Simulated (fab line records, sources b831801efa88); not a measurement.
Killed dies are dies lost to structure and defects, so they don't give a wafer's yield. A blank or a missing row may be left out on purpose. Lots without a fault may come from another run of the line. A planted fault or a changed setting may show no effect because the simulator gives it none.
One fault seen from 2 desks | flow sky130 | each desk has only its own numbers; what lay behind them comes last

THE METROLOGY DESK
What the gauges read, lot by lot, whatever tool the lot ran on: means of the sampled wafers that have a number. A lot is out of limits, marked OUT, if its mean lies more than 4 standard deviations from the usual mean; the brackets give that distance.
Columns: A = VT_ADJUST_HVTR_TW at SKY_VT_ADJUST_HVTR_TW_MEAS_11, usual 210.0; B = VT_ADJUST_PCH_TW at SKY_VT_ADJUST_PCH_TW_MEAS_10, usual 141.9; C = cd_nm at SKY_SONOS_TUNNEL_CD_MEAS_07, usual 409.8 nm; D = SONOS_TUNNEL_TW at SKY_SONOS_TUNNEL_TW_MEAS_12, usual 197.1
lot  | first seen here | A     | B     | C     | D
L500 | day 9 08:22     | 213.4 | 143.5 | 405.5 | 196.2
L501 | day 9 19:50     | 210.3 | 141.5 | 411.9 | 196.7
L502 | day 10 05:20    | 208.3 | 142.1 | 407.8 | 197.2
L503 | day 10 07:11    | 207.4 | 143.3 | 408.6 | 196.6
L504 | day 10 13:47    | 212.1 | 140.4 | 407.8 | 197.5
L507 | day 11 10:44    | 210.0 | 143.2 | 408.4 | 197.6
L508 | day 11 17:51    | 208.5 | 140.2 | 411.6 | 197.4
L510 | day 12 10:25    | 208.9 | 142.5 | 409.5 | 197.4
L512 | day 12 20:53    | 206.8 | 143.1 | 402.0 | 198.3
L513 | day 13 05:37    | 208.4 | 139.8 | 400.6 | 196.2
L519 | day 15 17:33    | 206.7 | 140.6 | 411.7 | 196.4
L520 | day 15 22:35    | 211.6 | 140.5 | 406.7 | 196.4
L522 | day 16 05:11    | 207.1 | 141.8 | 414.7 | 195.6
L523 | day 16 18:00    | 207.0 | 142.0 | 414.2 | 195.9
This desk's finding: nothing out of limits on any of the 14 lots.

THE TOOL OWNER'S DESK: litho_track-03
The tool's own readings at SKY_SONOS_TUNNEL_DEVELOP_06 (develop time 60 s): means of the sampled wafers that have a number, for each lot that ran on this tool. A lot is out of limits, marked OUT, if its mean lies more than 4 standard deviations from the usual mean; the brackets give that distance.
Columns: A = exhaust_pa at SKY_SONOS_TUNNEL_DEVELOP_06, usual 45.2 Pa
lot  | first seen here | A
L504 | day 12 12:43    | 45.0
L510 | day 14 12:55    | 45.6
L512 | day 15 00:46    | 46.0
L513 | day 15 09:10    | 45.8
L520 | day 18 05:49    | 44.9
This desk's finding: nothing out of limits on any of the 5 lots.

PUT TOGETHER
The metrology desk saw nothing out of limits.
The tool owner's desk saw nothing out of limits.

WHAT THE SIMULATOR HAD PUT IN
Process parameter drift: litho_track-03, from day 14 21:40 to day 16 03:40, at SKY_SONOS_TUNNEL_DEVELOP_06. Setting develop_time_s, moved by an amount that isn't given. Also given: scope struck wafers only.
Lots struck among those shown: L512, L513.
